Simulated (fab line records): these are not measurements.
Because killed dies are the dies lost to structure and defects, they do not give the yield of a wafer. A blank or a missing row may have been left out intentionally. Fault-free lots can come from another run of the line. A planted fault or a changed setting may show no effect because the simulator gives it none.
8D (eight disciplines) problem report, filled in by code | flow gf180mcu | the parts of the form that need people (team, actions taken, sign-off) are left out

## 1. THE ISSUE
Wafers free of any fault read 0.383 ohm/sq (standard deviation 0.0044) for CONTACT_W_RS at GF_CONTACT_RS_MEAS_25, against a mean of 0.203 ohm/sq on 6 wafers of 2 lots. That is -41 standard deviations from the usual mean.
The step: measures by four-point-probe.
The first sign was on wafer L673.2 at day 21 11:47, on filmMetro-02. At this step, 33 wafers from 11 lots have a number in the record. By rule, "out" or "out of limits" means more than 4 standard deviations away from the usual mean. All remaining wafers that have a number are taken as sound.

## 2. WHAT IT IS AND WHAT IT IS NOT
question                    | is                         | is not
which readings at this step | CONTACT_W_RS               | -
which lots                  | L673, L674                 | L659, L660, L661, L663, L664, L668, L678, L679, L682
which wafers of those lots  | all that have a number     | -
read on which gauges        | filmMetro-01, filmMetro-02 | filmMetro-03
when                        | from day 21 11:47          | up to then (18 sound wafers); but 9 sound wafers of L678, L679, L682 came after

## 3. SUSPECTS, AND WHAT RULES EACH OUT
Counting: a tool stays on the suspect list if, at a process step up to the reading, it processed all lots that are out and no sound lot following the first of them.
- the gauge at GF_CONTACT_RS_MEAS_25: ruled out. The wafers that are out were read on 2 gauges (filmMetro-01, filmMetro-02).
- cvdW-02 at GF_CONTACT_CVD_24 (deposits W, target thk 300 nm, time 90.339 s): kept. All lots that are out passed through it, beginning with L673 at day 21 11:40, and no sound lot followed; its final sound lot before that point was L668 at day 19 07:40.
Left after counting: cvdW-02 at GF_CONTACT_CVD_24.

## 4. THE CAUSE (what the simulator had put in)
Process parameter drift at GF_CONTACT_CVD_24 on cvdW-02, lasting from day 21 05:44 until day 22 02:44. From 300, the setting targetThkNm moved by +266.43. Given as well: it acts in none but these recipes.
Only this tool survived the counting.

## 5. THE CHAIN OF EFFECTS, in route order
Rows list readings where the struck wafers' mean (over those with a number) sits beyond 3 standard deviations from the usual. Only readings for which the record gives a usual standard deviation are gone through. hours: the time from each lot's start at the first step in this table that gives one to its start at this step, as a median over the lots. sigmas: the change in usual standard deviations.
hours | step                  | reading         | usual        | on struck wafers | change | sigmas
0     | GF_CONTACT_RS_MEAS_25 | CONTACT_W_RS    | 0.383 ohm/sq | 0.203            | -0.180 | -41
0     | GF_CONTACT_CMP_27     | timeToEndpointS | 73 s         | 139              | +66    | +21
Its process steps:
- GF_CONTACT_CMP_27: polishes, stops on SiO2, t overpolish 15 s, target thk 0 nm.
Readings that are blank on the struck wafers while sound wafers have them: CONTACT_W_THK at GF_CONTACT_THK_MEAS_26.

## 6. HOW IT WOULD HAVE BEEN CAUGHT EARLIER
In this record the first reading out of limits at a measuring or inspecting step was taken at day 21 11:47, 6 hours after the fault began at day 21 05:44.
An alarm limit of 4 standard deviations would not have fired on the tool readings at GF_CONTACT_CVD_24 for which the record gives a usual standard deviation, since none of them was out on any struck wafer.
L674, from the lots that are out (2), started GF_CONTACT_CVD_24 on cvdW-02 later than day 21 11:47. Had the tool been put on hold then, it would have been spared.
